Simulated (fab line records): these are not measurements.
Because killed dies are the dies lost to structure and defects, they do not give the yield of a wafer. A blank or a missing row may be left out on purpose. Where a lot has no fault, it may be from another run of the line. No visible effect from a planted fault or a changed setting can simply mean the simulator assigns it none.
Comparing a struck lot with a sound one || flow sky130 || 17 out of 708 route steps
Sound: wafers L769.2, L769.4, L769.6. The struck wafers were L777.2, L777.5, L777.6. The cause is named last.
Each step with rows lists, per side, the tool, then ch with its chambers, then its first start. Under that, the readings that differ: sound wafers || struck wafers || difference of the means || sigmas: that difference in standard deviations of wafers without a fault.
alike: words and numbers the same on both sides, and readings whose means are apart by under 2 such deviations; not compared: readings that were withheld, readings missing a value for some wafer, numbers with overlapping values and no deviation given by the record, and bounds like >300 which may hide the same value.
The two part at a step that has a row with sigmas, a row that says differs or no value, or rows on one side only. Numbers that have no deviation but don't overlap get no sigmas and don't part them. A reading that every wafer of one side lacks parts them only if that side has two wafers or more.

first, 2 steps without rows for these wafers: SKY_NWELL_IMPLANT_12; SKY_NWELL_IMPLANT_13.
SKY_NWELL_STRIP_14: strips in O2/N2.
  sound on plasma_asher-01 ch 0,1, day 5 08:17; struck on plasma_asher-01 ch 0,1, day 7 05:36
  alike: drypump_motor_current_A, oes_product_au, strip_time_to_endpoint_s
  not compared: rf_hours_counter_h
SKY_NWELL_TW_MEAS_15:
  struck on film_metro-03, day 7 05:43; sound on film_metro-03, day 5 08:23
  alike: NWELL_TW
then, 7 steps without rows for these wafers: SKY_NWELL_DEHYDRATE_16 (time 60 s); SKY_NWELL_HMDS_17 (prime time 60 s); SKY_NWELL_COAT_18 (resist thk 3000 nm); SKY_NWELL_SOFTBAKE_19; SKY_NWELL_EXPOSE_20 (exposes mask NWM COMPLEMENT, target cd 840 nm); SKY_NWELL_PEB_21; SKY_NWELL_DEVELOP_22 (develop time 60 s).
SKY_NWELL_OVL_MEAS_23:
  struck on overlay-02, day 8 02:49; sound on overlay-02, day 6 04:15
  alike: NWELL_01_OVL
SKY_NWELL_IMPLANT_24:
  sound on implanter-03 ch 0, day 6 04:18; struck on implanter-02 ch 0, day 8 02:53
{"reading": "beam_on_s (s)", "sound": "10.38 10.22 9.94", "struck": "8.33 8.38 8.62", "difference": -1.74, "sigmas": -10}
{"reading": "faraday_current_uA", "sound": "50.2 50.8 52.2", "struck": "62.2 62.0 60.4", "difference": "+10.5", "sigmas": "+11"}
SKY_NWELL_STRIP_25: strips in O2/N2.
  sound on plasma_asher-02 ch 0,1, day 6 04:26; struck on plasma_asher-01 ch 0,1, day 8 03:00
  alike: drypump_motor_current_A, oes_product_au, strip_time_to_endpoint_s
  not compared: rf_hours_counter_h
SKY_NWELL_TW_MEAS_26:
  struck on film_metro-03, day 8 03:07; sound on film_metro-01, day 6 04:32
{"reading": "NWELL_2_TW", "sound": "492 493 495", "struck": "462 463 461", "difference": -31, "sigmas": -5}
then, 1 step without rows for these wafers: SKY_NWELL_CLEAN_27 (cleans in SC1/SC2, time 150 s).
-- the record jumps here: 41 days lie between the struck wafers' starts before and after (it left off in module NWELL and takes up again in module PAD_OPEN, whose first step shown is number 708 of the route) --
SKY_PAD_OPEN_PROBE_99:
  struck on prober-01, day 49 10:19; sound on prober-01, day 47 11:14
{"reading": "model.etest.pfet_16v.r_on_ohm_um", "sound": "1.54e+04 1.508e+04 1.522e+04", "struck": "1.648e+04 1.686e+04 1.661e+04", "difference": "+1.417e+03", "sigmas": ""}
{"reading": "model.etest.res_pwell_under_gate.rs_ohm_sq", "sound": "2273 2295 2280", "struck": "2596 2603 2583", "difference": "+311", "sigmas": ""}
{"reading": "model.etest.pfet_16v.drive_ua_um", "sound": "244.6 248.6 246.2", "struck": "227.3 220.3 226.9", "difference": -21.6, "sigmas": ""}
{"reading": "model.etest.field_n.vt_v (V)", "sound": "36.19 35.55 36.02", "struck": "32.09 33.11 32.12", "difference": -3.48, "sigmas": ""}
{"reading": "model.etest.nfet_05v0_nvt.vt_sat_v (V)", "sound": "0.2943 0.2985 0.3062", "struck": "0.2612 0.267 0.2638", "difference": -0.0357, "sigmas": ""}
  alike: killed_at_M0_to_M3, killed_at_M4_up, killed_at_contacts, killed_at_front_end, killed_at_other, killed_dies, killed_open, killed_short
  not compared: model.etest.res_iso_pwell.rs_ohm_sq, model.etest.res_iso_pwell.line_ohm_um, model.etest.res_nwell.width_nm

== WHERE THEY PART ==
At SKY_NWELL_IMPLANT_24 first; at SKY_NWELL_TW_MEAS_26 last (within this record only). Later steps at which nothing parts them and some readings are alike: SKY_PAD_OPEN_PROBE_99.

WHY: whatever the simulator had introduced
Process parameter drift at SKY_NWELL_IMPLANT_24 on implanter-02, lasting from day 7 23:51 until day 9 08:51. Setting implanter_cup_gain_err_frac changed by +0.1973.
